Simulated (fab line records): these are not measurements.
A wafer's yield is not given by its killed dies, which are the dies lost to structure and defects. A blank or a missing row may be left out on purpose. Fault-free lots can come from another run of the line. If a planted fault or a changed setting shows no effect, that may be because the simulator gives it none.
Problem report in the 8D (eight disciplines) form, filled by code | flow gf180mcu | the parts of the form that need people (team, actions taken, sign-off) are left out

== 1. PROBLEM STATEMENT ==
Wafers without a fault read 0.592 a.u., standard deviation 0.0044; oesProductAu at GF_PSD_STRIP_10 reads a mean of 0.646 a.u. on 4 wafers belonging to 2 lots. Relative to the usual mean, that is a shift of +12 standard deviations.
The step: strips in O2/N2.
The first sign was on wafer L343.3 at day 19 00:25, on plasmaAsher-03. Wafers with a number at this step in the record: 39, from 13 lots. Rule for "out" (also "out of limits"): further than 4 standard deviations from the usual mean. The rest of the wafers with a number are treated as sound.

== 2. WHAT THIS IS AND IS NOT ==
question                    | is                             | is not
which readings at this step | oesProductAu                   | drypumpMotorCurrentA, heaterPowerW, stripTimeToEndpointS
which lots                  | L343, L347                     | L331, L333, L334, L336, L337, L338, L344, L345, L346, L353, L354
which wafers of those lots  | L343.3, L343.5, L347.2, L347.3 | L343.1, L347.1
read on which tools         | plasmaAsher-03                 | plasmaAsher-01, plasmaAsher-04
when                        | from day 19 00:25              | up to then (19 sound wafers); but 16 sound wafers of L344, L345, L346, L347, L353, L354 came after

== 3. WHAT RULES OUT EACH SUSPECT ==
Counting: any tool at a process step up to the reading remains a suspect provided it ran every lot that is out. Sound lots after the first of them don't rule it out here, since some wafers of a struck lot are sound.
- plasmaAsher-03 at GF_PSD_STRIP_10 (strips in O2/N2): kept. It ran every lot that is out, first L343 (day 19 00:25); its last sound lot up to then is L338 (day 17 22:25). On those wafers its own readings are out: oesProductAu.
- At GF_PSD_STRIP_10 on plasmaAsher-03, chamber 1 took the sound wafers of the same lots and chamber 0 took the wafers that are out.
Left after counting: plasmaAsher-03 at GF_PSD_STRIP_10.

== 4. THE CAUSE (what the simulator had put in) ==
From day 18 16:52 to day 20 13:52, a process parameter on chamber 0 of plasmaAsher-03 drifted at GF_PSD_STRIP_10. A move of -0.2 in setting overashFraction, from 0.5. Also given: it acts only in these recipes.
This tool alone remained once counting was done.

== 5. THE CHAIN OF EFFECTS, in route order ==
One row per reading whose mean, taken over the struck wafers that have a number, lies over 3 standard deviations from the usual. Readings are gone through only where the record gives a usual standard deviation; hours: the median, over the lots, of the time from a lot's start at the first step in this table giving one to that lot's start at this step; sigmas: the change measured in usual standard deviations.
hours | step            | reading      | usual      | on struck wafers | change | sigmas
0     | GF_PSD_STRIP_10 | oesProductAu | 0.592 a.u. | 0.646            | +0.054 | +12
Its process steps:
- GF_PSD_STRIP_10: strips in O2/N2.
Later measuring or inspecting steps at which every struck wafer that the step has a row for has a number for every such reading, and none has moved that far: GF_CONTACT_RS_MEAS_25, GF_M3_RS_MEAS_05.

== 6. HOW IT WOULD HAVE BEEN CAUGHT EARLIER ==
In this record the first reading out of limits was taken at day 19 00:25, 8 hours after the fault began at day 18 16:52.
